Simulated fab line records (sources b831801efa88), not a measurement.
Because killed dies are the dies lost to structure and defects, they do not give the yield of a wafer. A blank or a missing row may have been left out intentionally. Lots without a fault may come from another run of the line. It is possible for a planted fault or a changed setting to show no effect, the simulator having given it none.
A struck lot beside a sound one    flow sky130    14 out of 708 route steps
Sound: wafers L196.1, L196.4, L196.6. The struck wafers were L203.1, L203.3, L203.6. The cause comes at the end.
Per side, at each step with rows, come the tool, then ch with its chambers, and then its first start. Under that, the readings that differ: sound wafers    struck wafers    difference of the means    sigmas: that difference in standard deviations of wafers without a fault.
alike: words and numbers the same on both sides, and readings whose means are apart by under 2 such deviations; not compared: readings that were withheld, readings missing a value for some wafer, numbers with overlapping values and no deviation given by the record, and bounds like >300 which may hide the same value.
The two part at a step that has a row with sigmas, a row that says differs or no value, or rows on one side only. Numbers that don't overlap but have no deviation are shown without sigmas and don't part them. A reading that every wafer of one side lacks parts them only if that side has two wafers or more.

first, 8 steps without rows for these wafers: SKY_POLY_GATE_DEHYDRATE_05 (time 60 s); SKY_POLY_GATE_HMDS_06 (prime time 60 s); SKY_POLY_GATE_COAT_07 (resist thk 110 nm); SKY_POLY_GATE_COAT_08 (resist thk 450 nm); SKY_POLY_GATE_SOFTBAKE_09 (time 90 s); SKY_POLY_GATE_EXPOSE_10 (exposes mask P1M, target cd 150 nm); SKY_POLY_GATE_PEB_11; SKY_POLY_GATE_DEVELOP_12 (develop time 60 s).
SKY_POLY_GATE_CD_MEAS_13 targets a cd of 150 nm.
  struck on cd-sem-02, day 21 16:21; sound on cd-sem-02, day 19 00:50
  alike: cd-nm
SKY_POLY_GATE_OVL_MEAS_14:
  struck on overlay-02, day 21 16:28; sound on overlay-02, day 19 00:58
  alike: POLY_GATE_OVL
SKY_POLY_GATE_ETCH_15: etches BARC in N2/H2, stops on SiO2, time 118.5 s, target depth 110 nm.
  sound on rie-diel-01 ch 2,3, day 19 01:00; struck on rie-diel-04 ch 0,2, day 21 16:30
  alike: drypump-motor-current-A, oes-product-au, rf-fwd-power-W, throttle-valve-pct
  not compared: rf-hours-counter-h
SKY_POLY_GATE_ETCH_16: etches Si3N4 in CH3F/O2, stops on poly-Si, time 147.5 s, target depth 75 nm.
  sound on rie-diel-01 ch 2,3, day 19 01:05; struck on rie-diel-04 ch 0,2, day 21 16:35
reading             sound              struck             difference  sigmas
rf-fwd-power-W (W)  401.4 398.3 400.2  395.5 398.0 397.9  -2.8        -2
  alike: drypump-motor-current-A, oes-product-au, throttle-valve-pct
  not compared: rf-hours-counter-h
SKY_POLY_GATE_ETCH_17: etches poly-Si in HBr/Cl2, stops on SiO2, target depth 180 nm, time 70.5 s.
  sound on rie-si-01 ch 0,1, day 19 01:11; struck on rie-si-01 ch 0,1,3, day 21 16:41
reading                                           sound              struck             difference  sigmas
oes-product-au (a.u.)                             0.983 0.993 0.966  0.959 0.940 0.927  -0.039      -5
rf-fwd-power-W (W)                                397.7 394.8 397.1  332.0 332.0 332.3  -64.4       -46
model.POLY_GATE.feature-depth-nm (nm)             177.4 177.4 172.7  166.5 165.4 162.8  -10.9       
model.etch.depth-nm (nm)                          177.4 177.4 172.7  166.5 165.4 162.8  -10.9       
model.KrF-thick_of_POLY_GATE_COAT_08.thk-nm (nm)  140.2 135.4 143.3  154.5 149.7 149.8  +11.7       
  alike: drypump-motor-current-A, throttle-valve-pct
  not compared: rf-hours-counter-h
SKY_POLY_GATE_STRIP_18: strips in O2/N2.
  sound on plasma-asher-04 ch 0,1, day 19 01:14; struck on plasma-asher-01 ch 0,1, day 21 16:44
reading                       sound           struck          difference  sigmas
strip-time-to-endpoint-s (s)  3.18 3.11 3.21  3.33 3.27 3.28  +0.13       +3
  alike: drypump-motor-current-A, oes-product-au
  not compared: rf-hours-counter-h

== WHERE THEY PART ==
Earliest at SKY_POLY_GATE_ETCH_16; latest, in this record, at SKY_POLY_GATE_STRIP_18.

WHY: the cause the simulator had injected
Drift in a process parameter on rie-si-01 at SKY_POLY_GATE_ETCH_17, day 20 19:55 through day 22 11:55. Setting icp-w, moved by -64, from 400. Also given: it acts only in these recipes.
